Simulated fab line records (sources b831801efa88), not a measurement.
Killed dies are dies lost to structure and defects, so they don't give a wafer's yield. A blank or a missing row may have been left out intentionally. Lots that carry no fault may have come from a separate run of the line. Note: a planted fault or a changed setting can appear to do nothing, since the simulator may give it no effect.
Matching of chambers | flow gf180mcu | rieDiel-03 running GF_V4_ETCH_16: 4 sister chambers
The step etches BARC in N2/H2. 24 wafers are shown with their chamber, then 12 later ones without.

== WAFERS PAIRED WITH THEIR CHAMBERS ==
wafer  | chamber | drypumpMotorCurrentA (A) | oesProductAu (a.u.) | throttleValvePct (%)
L074.3 | 1       | 6.2                      | 0.855               | 13.225
L074.5 | 2       | 6.1                      | 0.857               | 13.230
L074.6 | 1       | 6.2                      | 0.849               | 13.227
L075.1 | 3       | 5.3                      | 0.859               | 13.224
L075.2 | 2       | 6.1                      | 0.857               | 13.226
L075.5 | 3       | 5.3                      | 0.863               | 13.218
L076.1 | 1       | 6.2                      | 0.856               | 13.231
L076.2 | 0       | 5.3                      | 0.862               | 13.224
L076.3 | 2       | 6.1                      | 0.859               | 13.229
L076.4 | 3       | 5.3                      | 0.843               | 13.223
L076.5 | 0       | 5.3                      | 0.857               | 13.218
L076.6 | 1       | 6.2                      | 0.854               | 13.253
L077.3 | 3       | 5.3                      | 0.853               | 13.223
L077.5 | 0       | 5.4                      | 0.862               | 13.217
L077.6 | 2       | 6.1                      | 0.850               | 13.217
L079.1 | 3       | 5.4                      | 0.859               | 13.229
L079.4 | 0       | 5.3                      | 0.857               | 13.225
L079.5 | 1       | 6.1                      | 0.851               | 13.227
L080.1 | 0       | 5.3                      | 0.854               | 13.216
L080.4 | 1       | 6.2                      | 0.863               | 13.222
L080.5 | 3       | 5.3                      | 0.860               | 13.232
L081.1 | 1       | 6.2                      | 0.854               | 13.223
L081.2 | 3       | 5.3                      | 0.850               | 13.223
L081.4 | 0       | 5.3                      | 0.865               | 13.235

SIGNATURES (means of the wafers above)
reading              | chamber 0 | chamber 1 | chamber 2 | chamber 3 | scatter within a chamber
drypumpMotorCurrentA | 5.317     | 6.186     | 6.100     | 5.314     | 0.0357
oesProductAu         | 0.85950   | 0.85457   | 0.85575   | 0.85529   | 0.00521
throttleValvePct     | 13.22250  | 13.22971  | 13.22550  | 13.22457  | 0.00766
Rule: a wafer's distance from a chamber is the root of the sum, over the readings, of the square of ((its reading less the chamber's mean) divided by the reading's scatter). If the next closest chamber is less than 2 further off than the closest, the wafer can't be placed; otherwise it belongs to the closest. How the scatter is found: for the shown wafers, subtract from each reading the mean of its chamber, square and add these, divide the total by (wafers less chambers), then take the root.

== WAFERS WITH NO CHAMBER GIVEN ==
wafer  | drypumpMotorCurrentA (A) | oesProductAu (a.u.) | throttleValvePct (%)
L082.1 | 5.3                      | 0.855               | 13.227
L082.2 | 6.2                      | 0.855               | 13.227
L082.3 | 6.1                      | 0.857               | 13.223
L084.1 | 5.3                      | 0.855               | 13.223
L084.2 | 5.3                      | 0.852               | 13.223
L084.3 | 6.2                      | 0.852               | 13.220
L086.4 | 5.4                      | 0.859               | 13.231
L086.5 | 5.3                      | 0.853               | 13.244
L086.6 | 6.2                      | 0.864               | 13.240
L091.1 | 5.3                      | 0.857               | 13.231
L091.2 | 5.3                      | 0.862               | 13.217
L091.5 | 6.2                      | 0.861               | 13.233

== EACH ONE'S CHAMBER ==
wafer  | from the rows above     | in truth
L082.1 | can't be placed: 3 or 0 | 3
L082.2 | 1                       | 1
L082.3 | 2                       | 2
L084.1 | can't be placed: 3 or 0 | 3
L084.2 | can't be placed: 3 or 0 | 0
L084.3 | can't be placed: 1 or 2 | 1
L086.4 | can't be placed: 0 or 3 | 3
L086.5 | can't be placed: 3 or 0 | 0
L086.6 | can't be placed: 1 or 2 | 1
L091.1 | can't be placed: 3 or 0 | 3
L091.2 | can't be placed: 0 or 3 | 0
L091.5 | can't be placed: 1 or 2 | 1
Correctly placed: 2 of 12. Can't be placed from these rows: 10 (the true chamber is among the candidates in 10). Placed wrongly: 0.
